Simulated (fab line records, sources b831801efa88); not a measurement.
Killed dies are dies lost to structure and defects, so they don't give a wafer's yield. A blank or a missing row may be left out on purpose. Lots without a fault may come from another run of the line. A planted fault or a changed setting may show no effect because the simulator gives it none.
Which tool did it? | flow sky130 | 13 lots, 39 wafers sampled, at 6 steps of a route of 708

WHAT THE GAUGES READ, wafer by wafer
SKY_POLY_GATE_THK_MEAS_04. Usual: POLY_GATE_CVD_03_THK 75.0 nm, standard deviation 0.68.
lot  | measured     | on            | POLY_GATE_CVD_03_THK (nm) | flag
L783 | day 15 06:37 | film_metro-02 | 76.3 75.9 76.0            |
L784 | day 15 23:53 | film_metro-04 | 75.0 75.2 75.2            |
L786 | day 16 06:48 | film_metro-02 | 76.1 75.1 75.8            |
L788 | day 17 16:11 | film_metro-02 | 74.3 74.0 74.0            |
L791 | day 18 03:54 | film_metro-03 | 75.5 75.2 75.2            |
L793 | day 19 09:47 | film_metro-02 | 75.1 74.6 75.5            |
L797 | day 20 12:49 | film_metro-02 | 75.9 75.1 75.5            |
L799 | day 21 00:58 | film_metro-02 | 75.1 74.7 74.7            |
L801 | day 21 21:51 | film_metro-02 | 74.5 74.4 74.7            |
L800 | day 21 23:12 | film_metro-02 | 75.9 75.8 76.0            |
L803 | day 23 08:50 | film_metro-04 | 75.8 75.4 75.5            |
L805 | day 23 10:12 | film_metro-02 | 74.8 74.5 74.3            |
L806 | day 23 18:56 | film_metro-02 | 74.3 75.0 74.4            |

SKY_LDD_HVN_OVL_MEAS_07. Usual: LDD_HVN_OVL -0.7 nm, standard deviation 1.2.
lot  | measured     | on         | LDD_HVN_OVL (nm) | flag
L783 | day 20 04:35 | overlay-01 | -2.4 0.5 -2.0    |
L784 | day 20 22:02 | overlay-02 | -2.1 -1.5 -1.1   |
L786 | day 21 08:05 | overlay-02 | -1.9 0.5 -0.4    |
L788 | day 22 21:36 | overlay-01 | -2.3 -1.0 -0.2   |
L791 | day 23 08:35 | overlay-02 | - - -            | OFF
L793 | day 24 14:53 | overlay-01 | -1.2 -1.7 -0.7   |
L797 | day 25 17:55 | overlay-02 | 0.4 0.8 -0.6     |
L799 | day 26 05:26 | overlay-01 | 0.5 -0.2 -0.7    |
L801 | day 27 00:05 | overlay-02 | -1.1 -0.9 -2.0   |
L800 | day 27 02:46 | overlay-02 | -1.7 -0.5 -2.1   |
L803 | day 28 08:27 | overlay-02 | -2.3 -1.2 -0.6   |
L805 | day 28 09:59 | overlay-01 | -1.3 -1.0 1.3    |
L806 | day 28 18:20 | overlay-02 | -1.7 -1.5 -0.6   |

SKY_LDD_HVN_TW_MEAS_10. Usual: LDD_HVN_TW 1439, standard deviation 10.
lot  | measured     | on            | LDD_HVN_TW     | flag
L783 | day 20 04:53 | film_metro-03 | 1443 1453 1449 |
L784 | day 20 22:19 | film_metro-04 | 1427 1425 1428 |
L786 | day 21 08:22 | film_metro-03 | 1449 1447 1451 |
L788 | day 22 21:53 | film_metro-03 | 1447 1459 1445 |
L791 | day 23 08:53 | film_metro-02 | 30 30 30       | OFF
L793 | day 24 15:11 | film_metro-03 | 1456 1446 1450 |
L797 | day 25 18:13 | film_metro-03 | 1443 1441 1435 |
L799 | day 26 05:43 | film_metro-03 | 1456 1455 1449 |
L801 | day 27 00:22 | film_metro-04 | 1444 1434 1438 |
L800 | day 27 03:04 | film_metro-04 | 1442 1449 1432 |
L803 | day 28 08:44 | film_metro-02 | 1436 1433 1435 |
L805 | day 28 10:17 | film_metro-03 | 1444 1459 1448 |
L806 | day 28 18:37 | film_metro-02 | 1437 1428 1436 |

WHICH TOOL RAN EACH LOT (tool, then ch and the chambers of the sampled wafers, then the start)
lot  | SKY_GATE_OXIDE_STRIP_13              | SKY_LDD_N_STRIP_16                   | SKY_LDD_HVN_EXPOSE_04
L783 | plasma_asher-01 ch 0,1, day 13 22:06 | plasma_asher-01 ch 0,1, day 17 16:32 | iline_stepper-02 ch 0, day 19 13:22
L784 | plasma_asher-01 ch 0,1, day 14 10:01 | plasma_asher-01 ch 0,1, day 18 09:28 | iline_stepper-01 ch 0, day 20 06:30
L786 | plasma_asher-01 ch 0,1, day 14 20:25 | plasma_asher-03 ch 0,1, day 18 19:22 | iline_stepper-01 ch 0, day 20 16:28
L788 | plasma_asher-04 ch 0,1, day 15 15:57 | plasma_asher-01 ch 0,1, day 20 07:00 | iline_stepper-02 ch 0, day 22 06:55
L791 | plasma_asher-01 ch 0,1, day 16 15:53 | plasma_asher-02 ch 0,1, day 20 19:17 | iline_stepper-02 ch 0, day 22 17:11
L793 | plasma_asher-04 ch 0,1, day 17 12:25 | plasma_asher-02 ch 0,1, day 22 03:51 | iline_stepper-02 ch 0, day 24 00:35
L797 | plasma_asher-04 ch 0,1, day 18 22:42 | plasma_asher-02 ch 0,1, day 23 06:27 | iline_stepper-01 ch 0, day 25 03:50
L799 | plasma_asher-02 ch 0,1, day 19 12:52 | plasma_asher-03 ch 0,1, day 23 18:19 | iline_stepper-01 ch 0, day 25 15:08
L801 | plasma_asher-04 ch 0,1, day 20 09:41 | plasma_asher-03 ch 0,1, day 24 14:33 | iline_stepper-02 ch 0, day 26 10:13
L800 | plasma_asher-01 ch 0,1, day 20 10:00 | plasma_asher-01 ch 0,1, day 24 15:31 | iline_stepper-01 ch 0, day 26 12:34
L803 | plasma_asher-04 ch 0,1, day 21 21:46 | plasma_asher-01 ch 0,1, day 25 22:44 | iline_stepper-02 ch 0, day 27 18:46
L805 | plasma_asher-02 ch 0,1, day 21 22:06 | plasma_asher-01 ch 0,1, day 26 00:38 | iline_stepper-02 ch 0, day 27 20:52
L806 | plasma_asher-01 ch 0,1, day 22 06:38 | plasma_asher-01 ch 0,1, day 26 09:21 | iline_stepper-01 ch 0, day 28 04:14
- SKY_GATE_OXIDE_STRIP_13: strips in O2/N2.
- SKY_LDD_N_STRIP_16: strips in O2/N2.
- SKY_LDD_HVN_EXPOSE_04: exposes mask HVNTM, target cd 700 nm.

WHAT THE TOOLS THEMSELVES READ (means of the sampled wafers that have a number; where no wafer has one, the mark that the record gives instead)
SKY_GATE_OXIDE_STRIP_13. Usual: drypump_motor_current_A 5.77 A, standard deviation 0.23; oes_product_au 0.715 a.u., standard deviation 0.0045; strip_time_to_endpoint_s 14.17 s, standard deviation 0.051.
lot  | tool            | drypump_motor_current_A (A) | oes_product_au (a.u.) | strip_time_to_endpoint_s (s) | flag
L783 | plasma_asher-01 | 5.77                        | 0.719                 | 14.27                        |
L784 | plasma_asher-01 | 5.69                        | 0.720                 | 14.13                        |
L786 | plasma_asher-01 | 5.74                        | 0.714                 | 14.11                        |
L788 | plasma_asher-04 | 6.09                        | 0.717                 | 14.20                        |
L791 | plasma_asher-01 | 5.75                        | 0.720                 | 14.17                        |
L793 | plasma_asher-04 | 6.07                        | 0.712                 | 14.16                        |
L797 | plasma_asher-04 | 6.08                        | 0.715                 | 14.22                        |
L799 | plasma_asher-02 | 5.54                        | 0.718                 | 14.13                        |
L801 | plasma_asher-04 | 5.92                        | 0.714                 | 14.22                        |
L800 | plasma_asher-01 | 5.68                        | 0.713                 | 14.23                        |
L803 | plasma_asher-04 | 6.08                        | 0.719                 | 14.23                        |
L805 | plasma_asher-02 | 5.60                        | 0.718                 | 14.21                        |
L806 | plasma_asher-01 | 5.77                        | 0.716                 | 14.24                        |

SKY_LDD_N_STRIP_16. Usual: drypump_motor_current_A 5.59 A, standard deviation 0.22; oes_product_au 0.406 a.u., standard deviation 0.0045; strip_time_to_endpoint_s 4.312 s, standard deviation 0.014.
lot  | tool            | drypump_motor_current_A (A) | oes_product_au (a.u.) | strip_time_to_endpoint_s (s) | flag
L783 | plasma_asher-01 | 5.75                        | 0.409                 | 4.322                        |
L784 | plasma_asher-01 | 5.68                        | 0.403                 | 4.301                        |
L786 | plasma_asher-03 | 5.51                        | 0.406                 | 4.305                        |
L788 | plasma_asher-01 | 5.77                        | 0.404                 | 4.299                        |
L791 | plasma_asher-02 | 5.53                        | 0.408                 | 4.310                        |
L793 | plasma_asher-02 | 5.56                        | 0.408                 | 4.319                        |
L797 | plasma_asher-02 | 5.58                        | 0.406                 | 4.307                        |
L799 | plasma_asher-03 | 5.51                        | 0.404                 | 4.326                        |
L801 | plasma_asher-03 | 5.52                        | 0.401                 | 4.311                        |
L800 | plasma_asher-01 | 5.67                        | 0.406                 | 4.319                        |
L803 | plasma_asher-01 | 5.68                        | 0.405                 | 4.300                        |
L805 | plasma_asher-01 | 5.67                        | 0.407                 | 4.313                        |
L806 | plasma_asher-01 | 5.69                        | 0.408                 | 4.309                        |

THE ANSWER, worked out from the rows above alone
Rule: a lot is off if the mean of its wafers that have a number lies more than 3 standard deviations from the usual mean. A lot without any number at a reading at which 4 lots or more have one is off too. The other lots that the step has rows for count as sound. The gauges are gone through in route order, then the tools' own readings, and for those a lot's mean is taken as printed above. The first step at which some lot is off is used, and at that step the reading that is off furthest; a lot without a number counts as furthest.
Off: L791, at SKY_LDD_HVN_OVL_MEAS_07 (LDD_HVN_OVL). Without a number there: L791.
A tool fits if, at a process step before that reading, it ran every lot that is off, and no sound lot after the first of them. The gauges at SKY_LDD_HVN_OVL_MEAS_07 aren't tried: what is off there is off at SKY_LDD_HVN_TW_MEAS_10 too, on other tools, and a gauge's error can't cause that. None of those tried fits.

WHAT THE SIMULATOR HAD PUT IN
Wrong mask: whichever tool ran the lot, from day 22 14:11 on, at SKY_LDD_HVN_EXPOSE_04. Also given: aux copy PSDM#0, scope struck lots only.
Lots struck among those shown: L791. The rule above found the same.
